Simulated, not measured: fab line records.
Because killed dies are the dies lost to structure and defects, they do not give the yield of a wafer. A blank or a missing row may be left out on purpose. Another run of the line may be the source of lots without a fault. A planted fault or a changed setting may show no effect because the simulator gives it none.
Which tool did it?    flow gf180mcu    10 lots, 30 wafers sampled, at 6 steps of a route of 602

== WHAT EACH GAUGE READ, for each wafer ==
GF_V2_RS_MEAS_24: a four-point-probe measurement.
lot   measured      on             V2_W_RS (ohm/sq)
L353  day 21 12:51  film_metro-02  0.326 0.324 0.328
L354  day 21 23:25  film_metro-03  0.323 0.324 0.326
L356  day 22 18:55  film_metro-03  0.327 0.328 0.331
L360  day 24 07:23  film_metro-03  0.296 0.294 0.297
L362  day 24 21:52  film_metro-03  0.293 0.290 0.291
L363  day 25 03:05  film_metro-04  0.329 0.328 0.322
L365  day 25 20:52  film_metro-02  0.327 0.327 0.323
L371  day 27 13:04  film_metro-02  0.327 0.326 0.327
L372  day 27 22:21  film_metro-03  0.332 0.329 0.330
L373  day 28 02:03  film_metro-04  0.328 0.326 0.330

GF_V2_THK_MEAS_25: measures by xrf.
lot   measured      on             V2_W_THK (nm)
L353  day 21 12:57  film_metro-02  356 357 355
L354  day 21 23:32  film_metro-03  365 364 363
L356  day 22 19:02  film_metro-03  361 359 358
L360  day 24 07:31  film_metro-03  398 401 392
L362  day 24 21:59  film_metro-03  400 406 402
L363  day 25 03:13  film_metro-04  361 359 367
L365  day 25 20:58  film_metro-02  354 353 357
L371  day 27 13:11  film_metro-02  354 354 352
L372  day 27 22:28  film_metro-03  352 357 355
L373  day 28 02:09  film_metro-04  358 361 357

== WHICH TOOL RAN EACH LOT (tool, then ch and the chambers of the sampled wafers, then the start) ==
lot   GF_M2_METAL_ETCH_16                GF_V2_ETCH_16                       GF_V2_STRIP_18                        GF_V2_CVD_23
L353  rie_metal-04 ch 0,1, day 20 10:35  rie_diel-04 ch 0,3, day 21 11:50    plasma_asher-04 ch 0,1, day 21 11:59  cvd_w-01 ch 0,1, day 21 12:44
L354  rie_metal-04 ch 0,1, day 20 21:25  rie_diel-02 ch 0,1,3, day 21 22:29  plasma_asher-01 ch 0,1, day 21 22:36  cvd_w-01 ch 0,1, day 21 23:19
L356  rie_metal-04 ch 0,1, day 21 16:46  rie_diel-04 ch 0,2,3, day 22 18:02  plasma_asher-01 ch 0,1, day 22 18:10  cvd_w-01 ch 0,1, day 22 18:48
L360  rie_metal-02 ch 0,1, day 23 06:35  rie_diel-04 ch 1,2,3, day 24 06:25  plasma_asher-01 ch 0,1, day 24 06:33  cvd_w-01 ch 0,1, day 24 07:17
L362  rie_metal-01 ch 0,1, day 23 21:31  rie_diel-02 ch 0,1, day 24 20:55    plasma_asher-04 ch 0,1, day 24 21:03  cvd_w-01 ch 0,1, day 24 21:46
L363  rie_metal-01 ch 0,1, day 24 03:01  rie_diel-02 ch 0,1,2, day 25 02:10  plasma_asher-04 ch 0,1, day 25 02:18  cvd_w-02 ch 0,1, day 25 02:58
L365  rie_metal-04 ch 0,1, day 24 20:20  rie_diel-04 ch 1,2,3, day 25 19:56  plasma_asher-02 ch 0,1, day 25 20:06  cvd_w-02 ch 0,1, day 25 20:45
L371  rie_metal-04 ch 1, day 26 14:03    rie_diel-03 ch 0,1,2, day 27 11:47  plasma_asher-02 ch 0,1, day 27 11:55  cvd_w-02 ch 0,1, day 27 12:57
L372  rie_metal-04 ch 1, day 26 23:30    rie_diel-04 ch 0,2, day 27 21:28    plasma_asher-01 ch 0,1, day 27 21:36  cvd_w-01 ch 1, day 27 22:14
L373  rie_metal-04 ch 1, day 27 02:52    rie_diel-03 ch 0,1, day 28 00:43    plasma_asher-01 ch 0,1, day 28 00:53  cvd_w-01 ch 0,1, day 28 01:56
- GF_M2_METAL_ETCH_16: etches the open film in Cl2/BCl3, stops on SiO2, target depth 627.5 nm, time 104.6 s.
- GF_V2_ETCH_16: etches BARC in N2/H2.
- GF_V2_STRIP_18: strips in O2/N2.
- GF_V2_CVD_23: deposits W, target thk 350 nm, time 104.94 s.

== WHAT THE TOOLS THEMSELVES READ (means of the sampled wafers that have a number; where no wafer has one, the mark that the record gives instead) ==
GF_M2_METAL_ETCH_16.
lot   tool          drypump_motor_current_A (A)  oes_product_au (a.u.)  throttle_valve_pct (%)
L353  rie_metal-04  6.2                          0.979                  28.245
L354  rie_metal-04  6.2                          0.969                  28.255
L356  rie_metal-04  6.2                          0.980                  28.244
L360  rie_metal-02  5.3                          0.971                  28.252
L362  rie_metal-01  6.5                          0.971                  28.248
L363  rie_metal-01  6.1                          0.973                  28.234
L365  rie_metal-04  6.2                          0.973                  28.251
L371  rie_metal-04  6.7                          0.968                  28.253
L372  rie_metal-04  6.7                          0.974                  28.252
L373  rie_metal-04  6.7                          0.974                  28.248

GF_V2_ETCH_16.
lot   tool         drypump_motor_current_A (A)  n2_flow_sccm (sccm)  oes_product_au (a.u.)  throttle_valve_pct (%)
L353  rie_diel-04  5.5                          100.0                0.862                  13.233
L354  rie_diel-02  5.9                          100.3                0.854                  13.228
L356  rie_diel-04  5.7                          100.0                0.854                  13.227
L360  rie_diel-04  5.8                          99.7                 0.852                  13.223
L362  rie_diel-02  6.1                          99.9                 0.850                  13.217
L363  rie_diel-02  6.0                          100.2                0.857                  13.218
L365  rie_diel-04  5.8                          99.8                 0.851                  13.230
L371  rie_diel-03  5.9                          100.1                0.854                  13.223
L372  rie_diel-04  5.7                          99.8                 0.854                  13.221
L373  rie_diel-03  6.1                          100.3                0.854                  13.227

GF_V2_STRIP_18.
lot   tool             drypump_motor_current_A (A)  heater_power_w (W)  n2_flow_sccm (sccm)  oes_product_au (a.u.)
L353  plasma_asher-04  5.4                          305                 300.6                0.591
L354  plasma_asher-01  5.5                          298                 299.3                0.593
L356  plasma_asher-01  5.5                          304                 299.7                0.591
L360  plasma_asher-01  5.3                          318                 300.8                0.591
L362  plasma_asher-04  5.6                          294                 299.3                0.592
L363  plasma_asher-04  5.6                          297                 299.6                0.593
L365  plasma_asher-02  5.3                          355                 299.3                0.588
L371  plasma_asher-02  5.6                          348                 300.0                0.594
L372  plasma_asher-01  5.3                          312                 300.0                0.595
L373  plasma_asher-01  5.3                          316                 300.2                0.597

GF_V2_CVD_23.
lot   tool      chamber_pressure_Torr (Torr)  heater_power_w (W)
L353  cvd_w-01  40.10                         751
L354  cvd_w-01  40.11                         817
L356  cvd_w-01  40.11                         815
L360  cvd_w-01  49.49                         827
L362  cvd_w-01  49.56                         820
L363  cvd_w-02  40.06                         992
L365  cvd_w-02  40.03                         930
L371  cvd_w-02  39.92                         942
L372  cvd_w-01  40.03                         885
L373  cvd_w-01  39.98                         828

== THE ANSWER, worked out from the rows above alone ==
Rule: the usual values come from the lots themselves. The widest of any qualifying gaps counts: lots, ordered by their means at a reading, are off when they make up no more than a third of the lots, leave a main group of 4 or more, and stand apart from it by 3 or more times the standard deviation of that group's means. The tables above print the reading to a certain number of digits; a main group whose means all agree to those digits is not used. A lot without any number at a reading at which 4 lots or more have one is off too. The other lots that the step has rows for count as sound. Order of review: gauges by route order, followed by the tools' own readings, for which a lot's mean as printed above is used. At the first step where some lot is off, the reading lying furthest off is the one used; lots without a number count as furthest.
Off: L360, L362, seen at GF_V2_RS_MEAS_24 (V2_W_RS). The main group has a mean of 0.327 ohm/sq with a standard deviation of 0.0018.
A tool fits if, at a process step before that reading, it ran every lot that is off, and no sound lot after the first of them. Not tried: the gauges at GF_V2_RS_MEAS_24; whatever is off there is also off at GF_V2_CVD_23, on other tools, and gauge error can't account for it. Not one of the candidates tried fits.

== WHAT WAS PUT IN BY THE SIMULATOR ==
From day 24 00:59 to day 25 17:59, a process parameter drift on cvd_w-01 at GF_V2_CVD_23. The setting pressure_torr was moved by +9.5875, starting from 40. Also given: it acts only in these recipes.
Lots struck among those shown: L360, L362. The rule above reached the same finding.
